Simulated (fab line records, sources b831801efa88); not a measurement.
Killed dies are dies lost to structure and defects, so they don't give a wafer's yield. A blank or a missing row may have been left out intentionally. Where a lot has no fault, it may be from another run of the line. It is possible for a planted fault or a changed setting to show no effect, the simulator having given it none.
Matching of chambers ; flow gf180mcu ; GF_V5_CMP_04 on cmp-01 has 4 sister chambers
The step polishes SiO2. 8 wafers are shown with their chamber, then 12 later ones without.

== EACH WAFER AND ITS CHAMBER ==
wafer;chamber;motor_current_A (A);platen_rpm (rpm)
L088.1;2;12.1;60.00
L088.2;0;13.4;60.02
L089.1;2;11.8;60.04
L089.4;1;12.3;60.03
L089.6;3;11.1;59.98
L090.2;0;13.9;60.02
L090.3;3;11.3;59.99
L090.6;1;11.6;59.94

== WAFERS MISSING THEIR CHAMBER ==
wafer;motor_current_A (A);platen_rpm (rpm)
L091.2;11.9;60.02
L091.3;13.2;60.04
L091.6;13.4;60.01
L092.1;12.7;60.02
L092.3;11.2;60.03
L092.4;12.6;60.01
L093.1;12.9;60.03
L093.3;13.6;59.98
L093.5;11.9;60.00
L096.2;14.1;60.05
L096.4;11.8;59.98
L096.6;12.3;60.01

== EACH ONE'S CHAMBER ==
wafer;from the rows above;in truth
L091.2;can't be placed: 2 or 1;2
L091.3;0;0
L091.6;0;0
L092.1;can't be placed: 2 or 1 or 0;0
L092.3;can't be placed: 3 or 2 or 1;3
L092.4;can't be placed: 2 or 1 or 0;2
L093.1;can't be placed: 0 or 2 or 1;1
L093.3;0;0
L093.5;can't be placed: 1 or 2 or 3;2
L096.2;0;0
L096.4;can't be placed: 1 or 2 or 3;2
L096.6;can't be placed: 2 or 1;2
Correct placement for 4 of the 12. Can't be placed from these rows: 8 (the true chamber is among the candidates in 8). Placed wrongly: 0.
How it was worked out, from the rows above alone: a wafer's distance from a chamber is the root of the sum, over the readings, of the square of ((its reading less the chamber's mean) divided by the reading's scatter). The wafer belongs to the nearest chamber; if the next one is less than 2 further off, it can't be placed. Each chamber's mean is taken over the wafers shown for it. The scatter: the root of (the sum of the squares of (reading less its chamber's mean) over the shown wafers, divided by (wafers less chambers)).
